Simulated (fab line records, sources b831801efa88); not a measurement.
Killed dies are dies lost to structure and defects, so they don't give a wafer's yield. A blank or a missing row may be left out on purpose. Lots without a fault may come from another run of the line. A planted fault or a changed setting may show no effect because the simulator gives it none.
Which tool did it? | flow gf180mcu | 13 lots, 39 wafers sampled, at 4 steps of a route of 602

WHAT THE GAUGES READ, wafer by wafer
The record holds no reading of a measuring or inspecting step that can be judged against a usual standard deviation.

WHICH TOOL RAN EACH LOT (tool, then ch and the chambers of the sampled wafers, then the start)
lot  | GF_M3_SPUTTER_03             | GF_V3_ETCH_17                      | GF_V4_SPUTTER_22             | GF_V4_CVD_23
L979 | pvd_sputter-01, day 20 16:31 | rie_diel-02 ch 0,1, day 22 18:00   | pvd_sputter-04, day 24 19:37 | cvd_w-01 ch 0, day 24 19:39
L981 | pvd_sputter-01, day 20 23:58 | rie_diel-01 ch 1,2,3, day 23 00:00 | pvd_sputter-04, day 25 00:41 | cvd_w-01 ch 0,1, day 25 00:45
L980 | pvd_sputter-01, day 21 01:07 | rie_diel-02 ch 0,3, day 23 01:00   | pvd_sputter-01, day 25 01:40 | cvd_w-02 ch 0,1, day 25 01:43
L983 | pvd_sputter-01, day 22 08:28 | rie_diel-02 ch 0,2, day 24 07:00   | pvd_sputter-04, day 26 05:52 | cvd_w-02 ch 1, day 26 05:56
L984 | pvd_sputter-02, day 22 16:56 | rie_diel-01 ch 1,2, day 24 14:00   | pvd_sputter-01, day 26 13:02 | cvd_w-02 ch 0,1, day 26 13:05
L985 | pvd_sputter-02, day 23 05:47 | rie_diel-02 ch 0,1,3, day 25 03:00 | pvd_sputter-04, day 27 01:10 | cvd_w-02 ch 0,1, day 27 01:14
L989 | pvd_sputter-02, day 24 08:06 | rie_diel-02 ch 0,1,3, day 26 03:00 | pvd_sputter-04, day 28 00:04 | cvd_w-01 ch 0,1, day 28 00:07
L995 | pvd_sputter-02, day 26 01:19 | rie_diel-04 ch 0,1,2, day 27 19:00 | pvd_sputter-01, day 29 13:55 | cvd_w-02 ch 1, day 29 13:58
L996 | pvd_sputter-02, day 26 12:17 | rie_diel-01 ch 0,1, day 28 06:00   | pvd_sputter-01, day 30 00:46 | cvd_w-02 ch 0,1, day 30 00:50
L997 | pvd_sputter-01, day 26 15:11 | rie_diel-01 ch 0,1, day 28 09:00   | pvd_sputter-03, day 30 04:01 | cvd_w-01 ch 0,1, day 30 04:05
L999 | pvd_sputter-02, day 27 06:49 | rie_diel-04 ch 1,2,3, day 28 22:00 | pvd_sputter-03, day 30 15:44 | cvd_w-01 ch 1, day 30 15:46
L100 | pvd_sputter-01, day 27 07:06 | rie_diel-01 ch 0,3, day 29 00:00   | pvd_sputter-04, day 30 17:52 | cvd_w-01 ch 1, day 30 17:55
L102 | pvd_sputter-02, day 28 00:38 | rie_diel-04 ch 0,1,2, day 29 15:00 | pvd_sputter-03, day 31 09:00 | cvd_w-02 ch 0,1, day 31 09:02
- GF_M3_SPUTTER_03: material Ti, target thk 10 nm, time 6.7 s.
- GF_V3_ETCH_17: etches SiO2 in C4F8/O2/Ar, stops on TiN, target depth 635 nm.
- GF_V4_SPUTTER_22: material TiN, target thk 10 nm, time 40 s.
- GF_V4_CVD_23: deposits W, target thk 350 nm, time 104.9 s.

WHAT THE TOOLS THEMSELVES READ (means of the sampled wafers that have a number; where no wafer has one, the mark that the record gives instead)
GF_M3_SPUTTER_03.
lot  | tool           | throttle_valve_pct (%)
L979 | pvd_sputter-01 | 30.1
L981 | pvd_sputter-01 | 29.4
L980 | pvd_sputter-01 | 29.3
L983 | pvd_sputter-01 | 30.0
L984 | pvd_sputter-02 | 30.2
L985 | pvd_sputter-02 | 29.2
L989 | pvd_sputter-02 | 29.5
L995 | pvd_sputter-02 | 30.3
L996 | pvd_sputter-02 | 30.0
L997 | pvd_sputter-01 | 29.8
L999 | pvd_sputter-02 | 29.7
L100 | pvd_sputter-01 | 29.2
L102 | pvd_sputter-02 | 30.1

GF_V3_ETCH_17.
lot  | tool        | bias_w (W) | oes_product_au (a.u.)
L979 | rie_diel-02 | 1197       | 0.855
L981 | rie_diel-01 | 1201       | 0.856
L980 | rie_diel-02 | 1201       | 0.852
L983 | rie_diel-02 | 1199       | 0.853
L984 | rie_diel-01 | 1199       | 0.852
L985 | rie_diel-02 | 1199       | 0.855
L989 | rie_diel-02 | 1215       | 0.862
L995 | rie_diel-04 | 1197       | 0.854
L996 | rie_diel-01 | 1199       | 0.855
L997 | rie_diel-01 | 1201       | 0.856
L999 | rie_diel-04 | 1203       | 0.857
L100 | rie_diel-01 | 1197       | 0.860
L102 | rie_diel-04 | 1199       | 0.857

GF_V4_SPUTTER_22.
lot  | tool           | throttle_valve_pct (%)
L979 | pvd_sputter-04 | 29.0
L981 | pvd_sputter-04 | 30.4
L980 | pvd_sputter-01 | 30.0
L983 | pvd_sputter-04 | 30.5
L984 | pvd_sputter-01 | 29.7
L985 | pvd_sputter-04 | 29.5
L989 | pvd_sputter-04 | 29.3
L995 | pvd_sputter-01 | 29.3
L996 | pvd_sputter-01 | 30.0
L997 | pvd_sputter-03 | 29.8
L999 | pvd_sputter-03 | 30.6
L100 | pvd_sputter-04 | 30.9
L102 | pvd_sputter-03 | 30.0

GF_V4_CVD_23.
lot  | tool     | heater_power_w (W)
L979 | cvd_w-01 | 769
L981 | cvd_w-01 | 946
L980 | cvd_w-02 | 835
L983 | cvd_w-02 | 805
L984 | cvd_w-02 | 841
L985 | cvd_w-02 | 849
L989 | cvd_w-01 | 944
L995 | cvd_w-02 | 825
L996 | cvd_w-02 | 850
L997 | cvd_w-01 | 841
L999 | cvd_w-01 | 1018
L100 | cvd_w-01 | 1042
L102 | cvd_w-02 | 854

THE ANSWER, worked out from the rows above alone
Rule: what is usual is taken from the lots themselves. Put in order of their means at a reading, lots are off if they are a third of the lots or fewer, leave a main group of 4 or more, and stand apart from it by a gap of 3 or more times the standard deviation of the main group's means; of several such gaps the widest counts. A main group whose means are all the same, to the digits that the tables above print for the reading, isn't used. A lot without any number at a reading at which 4 lots or more have one is off too. The other lots that the step has rows for count as sound. The gauges are gone through in route order, then the tools' own readings, and for those a lot's mean is taken as printed above. The first step at which some lot is off is used, and at that step the reading that is off furthest; a lot without a number counts as furthest.
Off: L989, at GF_V3_ETCH_17 (bias_w). The main group: mean 1199 W, standard deviation 1.8.
A tool fits if, at that step or a process step before it, it ran every lot that is off, and no sound lot after the first of them. One fits: rie_diel-02 at GF_V3_ETCH_17. Its last sound lot is L985 (day 25 03:00), its first lot that is off L989 (day 26 03:00): a fault that began between those two fits.
The tool's own readings at GF_V3_ETCH_17 bear it out: on the lots that are off they differ by more than 5 times the standard deviation of the sound lots' means. bias_w reads 1215 W there against 1199 W on the sound lots.

WHAT THE SIMULATOR HAD PUT IN
Process parameter drift: rie_diel-02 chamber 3, from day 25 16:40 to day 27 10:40, at GF_V3_ETCH_17. Setting bias_w, moved by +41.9, from 1200. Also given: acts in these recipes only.
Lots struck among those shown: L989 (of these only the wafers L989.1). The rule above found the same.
